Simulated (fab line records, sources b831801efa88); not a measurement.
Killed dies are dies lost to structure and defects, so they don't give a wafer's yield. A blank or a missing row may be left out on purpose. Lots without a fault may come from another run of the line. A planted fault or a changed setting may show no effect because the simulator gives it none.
Which tool did it? | flow gf180mcu | 13 lots, 39 wafers sampled, at 2 steps of a route of 602

WHAT THE GAUGES READ, wafer by wafer
GF_M2_RS_MEAS_05: measures by four-point-probe. Usual: M2_ALCU_RS 0.0695 ohm/sq, standard deviation 0.00063.
lot  | measured     | on            | M2_ALCU_RS (ohm/sq)  | flag
L247 | day 18 03:55 | film_metro-04 | 0.0690 0.0689 0.0688 |
L248 | day 18 20:10 | film_metro-01 | 0.0701 0.0700 0.0702 |
L249 | day 19 06:15 | film_metro-03 | 0.0686 0.0688 0.0686 |
L252 | day 20 00:25 | film_metro-03 | 0.0701 0.0695 0.0705 |
L253 | day 21 00:10 | film_metro-01 | 0.0697 0.0697 0.0695 |
L257 | day 22 08:23 | film_metro-01 | 0.0694 0.0691 0.0698 |
L258 | day 22 10:34 | film_metro-01 | 0.0704 0.0694 0.0699 |
L259 | day 22 18:45 | film_metro-03 | 0.0690 0.0687 0.0689 |
L264 | day 24 11:12 | film_metro-04 | 0.0690 0.0691 0.0690 |
L265 | day 24 23:30 | film_metro-03 | 0.0692 0.0687 0.0695 |
L267 | day 25 08:53 | film_metro-03 | 0.0691 0.0698 0.0690 |
L269 | day 26 02:00 | film_metro-04 | 0.0699 0.0702 0.0700 |
L270 | day 26 02:40 | film_metro-03 | 0.0697 0.0701 0.0699 |

WHICH TOOL RAN EACH LOT (tool, then ch and the chambers of the sampled wafers, then the start)
lot  | GF_M2_SPUTTER_04
L247 | pvd_sputter-04, day 18 03:52
L248 | pvd_sputter-04, day 18 20:07
L249 | pvd_sputter-04, day 19 06:11
L252 | pvd_sputter-01, day 20 00:23
L253 | pvd_sputter-02, day 21 00:07
L257 | pvd_sputter-04, day 22 08:20
L258 | pvd_sputter-04, day 22 10:32
L259 | pvd_sputter-02, day 22 18:43
L264 | pvd_sputter-04, day 24 11:10
L265 | pvd_sputter-04, day 24 23:28
L267 | pvd_sputter-02, day 25 08:50
L269 | pvd_sputter-01, day 26 01:58
L270 | pvd_sputter-04, day 26 02:36
- GF_M2_SPUTTER_04: material TiN, target thk 50 nm, time 41.7 s.

WHAT THE TOOLS THEMSELVES READ (means of the sampled wafers that have a number; where no wafer has one, the mark that the record gives instead)
GF_M2_SPUTTER_04. Usual: throttle_valve_pct 30.3 %, standard deviation 0.7.
lot  | tool           | throttle_valve_pct (%) | flag
L247 | pvd_sputter-04 | 30.4                   |
L248 | pvd_sputter-04 | 30.5                   |
L249 | pvd_sputter-04 | 30.7                   |
L252 | pvd_sputter-01 | 30.2                   |
L253 | pvd_sputter-02 | 29.3                   |
L257 | pvd_sputter-04 | 30.5                   |
L258 | pvd_sputter-04 | 30.7                   |
L259 | pvd_sputter-02 | 29.6                   |
L264 | pvd_sputter-04 | 30.6                   |
L265 | pvd_sputter-04 | 30.4                   |
L267 | pvd_sputter-02 | 29.7                   |
L269 | pvd_sputter-01 | 29.6                   |
L270 | pvd_sputter-04 | 30.7                   |

THE ANSWER, worked out from the rows above alone
Rule: a lot is off if the mean of its wafers that have a number lies more than 3 standard deviations from the usual mean. A lot without any number at a reading at which 4 lots or more have one is off too. The other lots that the step has rows for count as sound. The gauges are gone through in route order, then the tools' own readings, and for those a lot's mean is taken as printed above. The first step at which some lot is off is used, and at that step the reading that is off furthest; a lot without a number counts as furthest.
No lot is off at any reading shown: from this, nothing can be told.

WHAT THE SIMULATOR HAD PUT IN
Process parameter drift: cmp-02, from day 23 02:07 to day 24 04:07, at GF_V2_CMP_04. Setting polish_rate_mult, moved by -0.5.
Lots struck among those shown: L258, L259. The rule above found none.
